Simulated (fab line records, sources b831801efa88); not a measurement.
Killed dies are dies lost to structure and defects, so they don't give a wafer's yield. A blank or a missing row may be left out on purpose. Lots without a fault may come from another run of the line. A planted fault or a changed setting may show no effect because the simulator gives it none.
Problem report in the 8D (eight disciplines) form, filled by code | flow sky130 | the parts of the form that need people (team, actions taken, sign-off) are left out

1. THE PROBLEM
LOCAL_INTERCONNECT_TIN_RS at SKY_LOCAL_INTERCONNECT_RS_MEAS_01 reads a mean of 12.16 ohm/sq on 1 wafer of 1 lot; wafers without a fault read 14.08 ohm/sq with a standard deviation of 0.17. That is -11 standard deviations from the usual mean.
The step: measures by four-point-probe.
First seen on wafer L859.1, day 35 16:43, on film_metro-03. The record holds 30 wafers of 10 lots with a number at this step. Rule for "out", or "out of limits": more than 4 standard deviations from the usual mean. The other wafers with a number count as sound.

2. WHAT IT IS AND WHAT IT IS NOT
question                    | is                        | is not
which readings at this step | LOCAL_INTERCONNECT_TIN_RS | -
which lots                  | L859                      | L840, L843, L845, L846, L847, L850, L851, L853, L854
which wafers of those lots  | L859.1                    | L859.5, L859.6
read on which gauges        | film_metro-03             | film_metro-01, film_metro-02
when                        | from day 35 16:43         | up to then (29 sound wafers)

3. SUSPECTS, AND WHAT RULES EACH OUT
Counting: a tool at a process step up to the reading stays a suspect if it ran every lot that is out. Sound lots after the first of them don't rule it out here, since some wafers of a struck lot are sound.
- the gauge at SKY_LOCAL_INTERCONNECT_RS_MEAS_01: ruled out. All the wafers that are out were read on film_metro-03, but those of them that SKY_LOCAL_INTERCONNECT_METAL_ETCH_14 has rows for are out there too, on other tools.
- pvd_sputter-02 at SKY_LI_CONTACT_SPUTTER_19 (material Ti, target thk 20 nm, time 106.37 s): kept. It ran the lot that is out, L859 (day 35 15:55); its last sound lot up to then is L853 (day 33 17:04).
- pvd_sputter-04 at SKY_LOCAL_INTERCONNECT_SPUTTER_00 (material TiN, target thk 100 nm, time 83.3 s): kept. It ran the lot that is out, L859 (day 35 16:39); its last sound lot up to then is L854 (day 33 22:20).
Left after counting: pvd_sputter-02 at SKY_LI_CONTACT_SPUTTER_19, pvd_sputter-04 at SKY_LOCAL_INTERCONNECT_SPUTTER_00.

4. THE CAUSE (what the simulator had put in)
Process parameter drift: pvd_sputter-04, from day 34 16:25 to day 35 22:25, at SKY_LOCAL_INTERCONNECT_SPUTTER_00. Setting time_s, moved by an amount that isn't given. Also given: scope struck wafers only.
Counting left 2 suspects, and this tool is among them.

5. THE CHAIN OF EFFECTS, in route order
Each row: a reading whose mean over the struck wafers that have a number lies more than 3 standard deviations from the usual. Only readings for which the record gives a usual standard deviation are gone through. hours: the time from each lot's start at the first step in this table that gives one to its start at this step, as a median over the lots. sigmas: the change in usual standard deviations.
hours | step                                 | reading                    | usual        | on struck wafers | change | sigmas
0     | SKY_LOCAL_INTERCONNECT_RS_MEAS_01    | LOCAL_INTERCONNECT_TIN_RS  | 14.08 ohm/sq | 12.16            | -1.92  | -11
0     | SKY_LOCAL_INTERCONNECT_THK_MEAS_02   | LOCAL_INTERCONNECT_TIN_THK | 99.1 nm      | 113.7            | +14.6  | +12
26    | SKY_LOCAL_INTERCONNECT_METAL_ETCH_14 | oes_product_au             | 0.943 a.u.   | 1.002            | +0.059 | +7.5
26    | SKY_LOCAL_INTERCONNECT_METAL_ETCH_14 | throttle_valve_pct         | 21.900 %     | 21.862           | -0.038 | -4.1
The process steps in it:
- SKY_LOCAL_INTERCONNECT_METAL_ETCH_14: etches TiN in Cl2/BCl3, stops on PSG, target depth 110 nm, time 31.4 s.

6. WHAT WOULD HAVE CAUGHT IT SOONER
In this record the first reading out of limits at a measuring or inspecting step was taken at day 35 16:43, 24 hours after the fault began at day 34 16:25.
Of the tool readings at SKY_LOCAL_INTERCONNECT_SPUTTER_00 for which the record gives a usual standard deviation, none was out on any struck wafer, so an alarm limit of 4 standard deviations on them would not have fired.
All the lots that are out (1) had begun SKY_LOCAL_INTERCONNECT_SPUTTER_00 on pvd_sputter-04 by day 35 16:43. A hold on the tool at that time would have spared none of them.
